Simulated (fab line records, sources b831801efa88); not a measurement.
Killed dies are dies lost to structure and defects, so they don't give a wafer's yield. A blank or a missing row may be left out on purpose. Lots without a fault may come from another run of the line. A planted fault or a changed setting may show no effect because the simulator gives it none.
Chamber matching | flow gf180mcu | GF_V3_CMP_04 on cmp-01: 4 sister chambers
The step polishes SiO2. 8 wafers are shown with their chamber, then 8 later ones without.

WAFERS WITH THEIR CHAMBER
wafer  | chamber | motor_current_A (A) | edge_zone_pressure_frac
L286.6 | 3       | 13.4                | 0.992
L288.4 | 3       | 13.2                | 1.004
L288.5 | 1       | 10.6                | 1.003
L289.3 | 2       | 10.9                | 0.989
L291.1 | 0       | 14.6                | 0.998
L291.2 | 2       | 10.1                | 0.991
L291.6 | 0       | 13.7                | 0.999
L292.1 | 1       | 11.4                | 1.006

WAFERS WITHOUT THEIR CHAMBER
wafer  | motor_current_A (A) | edge_zone_pressure_frac
L292.2 | 13.2                | 0.994
L292.6 | 13.1                | 1.000
L294.1 | 10.5                | 1.007
L294.3 | 11.5                | 1.001
L294.4 | 13.5                | 1.001
L307.1 | 13.8                | 0.997
L307.2 | 11.3                | 1.002
L307.5 | 14.0                | 0.998

WHICH CHAMBER EACH WENT THROUGH
wafer  | from the rows above     | in truth
L292.2 | can't be placed: 3 or 0 | 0
L292.6 | can't be placed: 3 or 0 | 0
L294.1 | 1                       | 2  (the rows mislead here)
L294.3 | can't be placed: 1 or 2 | 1
L294.4 | can't be placed: 3 or 0 | 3
L307.1 | can't be placed: 0 or 3 | 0
L307.2 | 1                       | 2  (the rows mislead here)
L307.5 | can't be placed: 0 or 3 | 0
Placed correctly: 0 of 8. Can't be placed from these rows: 6 (the true chamber is among the candidates in 6). Placed wrongly: 2.
How it was worked out, from the rows above alone: a wafer's distance from a chamber is the root of the sum, over the readings, of the square of ((its reading less the chamber's mean) divided by the reading's scatter). The wafer belongs to the nearest chamber; if the next one is less than 2 further off, it can't be placed. A chamber's mean is the mean of its shown wafers. The scatter: the root of (the sum of the squares of (reading less its chamber's mean) over the shown wafers, divided by (wafers less chambers)).
